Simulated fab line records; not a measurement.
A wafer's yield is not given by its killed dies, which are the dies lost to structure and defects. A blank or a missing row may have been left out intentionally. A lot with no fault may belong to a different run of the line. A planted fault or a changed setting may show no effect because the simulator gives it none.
Check of tool commonality | flow sky130 | Lots sampled 12, wafers sampled 36

== WHAT PROMPTED THE OPENING ==
Of 12 lots, 2 have the reading VT_ADJUST_HVTR_TW flagged at SKY_VT_ADJUST_HVTR_TW_MEAS_11. No-fault wafers: 212.7, standard deviation 1.6.
Rule: a lot is flagged when every wafer of it that has a number lies more than 4 standard deviations from that mean, or none has a number. The other lots count as sound.

lot  | measured     | on            | VT_ADJUST_HVTR_TW, wafer by wafer | flag
L769 | day 9 19:53  | film metro-04 | 212.8 212.1 213.5                 |
L772 | day 10 17:03 | film metro-01 | 213.7 213.5 212.8                 |
L773 | day 10 20:57 | film metro-01 | 213.8 213.6 213.2                 |
L774 | day 11 08:40 | film metro-04 | 214.0 214.9 214.8                 |
L776 | day 11 17:38 | film metro-01 | 212.9 214.2 213.3                 |
L779 | day 12 17:48 | film metro-04 | 210.2 211.5 210.8                 |
L785 | day 14 17:23 | film metro-01 | 185.9 186.5 186.4                 | FLAGGED
L786 | day 14 21:29 | film metro-03 | 182.4 182.9 183.2                 | FLAGGED
L787 | day 15 12:04 | film metro-03 | 209.3 209.5 209.3                 |
L788 | day 15 20:14 | film metro-01 | 211.8 211.7 211.3                 |
L790 | day 16 04:53 | film metro-01 | 214.5 215.6 215.9                 |
L791 | day 16 08:32 | film metro-01 | 215.4 215.3 214.0                 |
The mean of the flagged lots' numbers is 184.6, -28.1 from the usual (-18 standard deviations).

== EACH LOT AND THE TOOL IT RAN ON ==
2 process steps preceding the reading are held in the record, out of 708 steps in the route. Cell contents, in order: the tool; ch with the chambers the sampled wafers went through; the start.
lot  | flag    | SKY_DNWELL_STRIP_08                 | SKY_VT_ADJUST_HVTR_IMPLANT_09
L769 |         | plasma asher-01 ch 0,1, day 3 12:16 | implanter-04 ch 0, day 9 19:40
L772 |         | plasma asher-04 ch 0,1, day 4 03:10 | implanter-04 ch 0, day 10 16:50
L773 |         | plasma asher-04 ch 0,1, day 4 07:11 | implanter-04 ch 0, day 10 20:43
L774 |         | plasma asher-04 ch 0,1, day 4 13:56 | implanter-02 ch 0, day 11 08:26
L776 |         | plasma asher-01 ch 0,1, day 4 21:53 | implanter-04 ch 0, day 11 17:24
L779 |         | plasma asher-01 ch 0,1, day 5 13:41 | implanter-04 ch 0, day 12 17:34
L785 | FLAGGED | plasma asher-01 ch 0,1, day 6 22:29 | implanter-04 ch 0, day 14 17:10
L786 | FLAGGED | plasma asher-04 ch 0,1, day 7 04:02 | implanter-04 ch 0, day 14 21:16
L787 |         | plasma asher-04 ch 0,1, day 7 15:17 | implanter-02 ch 0, day 15 11:49
L788 |         | plasma asher-03 ch 0,1, day 7 21:17 | implanter-01 ch 0, day 15 19:59
L790 |         | plasma asher-01 ch 0,1, day 8 03:35 | implanter-02 ch 0, day 16 04:38
L791 |         | plasma asher-01 ch 0,1, day 8 08:29 | implanter-01 ch 0, day 16 08:19
What is done by these steps:
- SKY_DNWELL_STRIP_08: strips in O2/N2.
- SKY_VT_ADJUST_HVTR_IMPLANT_09
- SKY_VT_ADJUST_HVTR_TW_MEAS_11

== FLAGGED OVER TOTAL, TOOL BY TOOL (the gauges that took the reading come last) ==
step                          | tool            | lots run | flagged | share of the flagged lots | sound lots run after its first flagged lot
SKY_DNWELL_STRIP_08           | plasma asher-01 | 6        | 1       | some                      | 2 (L790,L791)
SKY_DNWELL_STRIP_08           | plasma asher-03 | 1        | 0       | none                      | -
SKY_DNWELL_STRIP_08           | plasma asher-04 | 5        | 1       | some                      | 1 (L787)
SKY_VT_ADJUST_HVTR_IMPLANT_09 | implanter-01    | 2        | 0       | none                      | -
SKY_VT_ADJUST_HVTR_IMPLANT_09 | implanter-02    | 3        | 0       | none                      | -
SKY_VT_ADJUST_HVTR_IMPLANT_09 | implanter-04    | 7        | 2       | all                       | 0
SKY_VT_ADJUST_HVTR_TW_MEAS_11 | film metro-01   | 7        | 1       | some                      | 3 (L788,L790,L791)
SKY_VT_ADJUST_HVTR_TW_MEAS_11 | film metro-03   | 2        | 1       | some                      | 1 (L787)
SKY_VT_ADJUST_HVTR_TW_MEAS_11 | film metro-04   | 3        | 0       | none                      | -

== WHAT THE TABLE PERMITS ==
All flagged lots share 1 row of the table, namely implanter-04 at SKY_VT_ADJUST_HVTR_IMPLANT_09.
- implanter-04 at SKY_VT_ADJUST_HVTR_IMPLANT_09: 2 of its 7 lots flagged. It ran its last sound lot, L779, at day 12 17:34 and its first flagged lot, L785, at day 14 17:10: a fault with its onset between the two fits. Its own readings (dose ions cm2, faraday current uA) fall more than 4 standard deviations out on all wafers of the flagged lots.
Just one tool remains: implanter-04 at SKY_VT_ADJUST_HVTR_IMPLANT_09.

== WHAT THE SIMULATOR HAD PUT IN ==
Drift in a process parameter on implanter-04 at SKY_VT_ADJUST_HVTR_IMPLANT_09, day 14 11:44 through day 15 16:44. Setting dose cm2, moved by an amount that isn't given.
Lots struck among those shown: L785, L786. The same result came from the rule above.
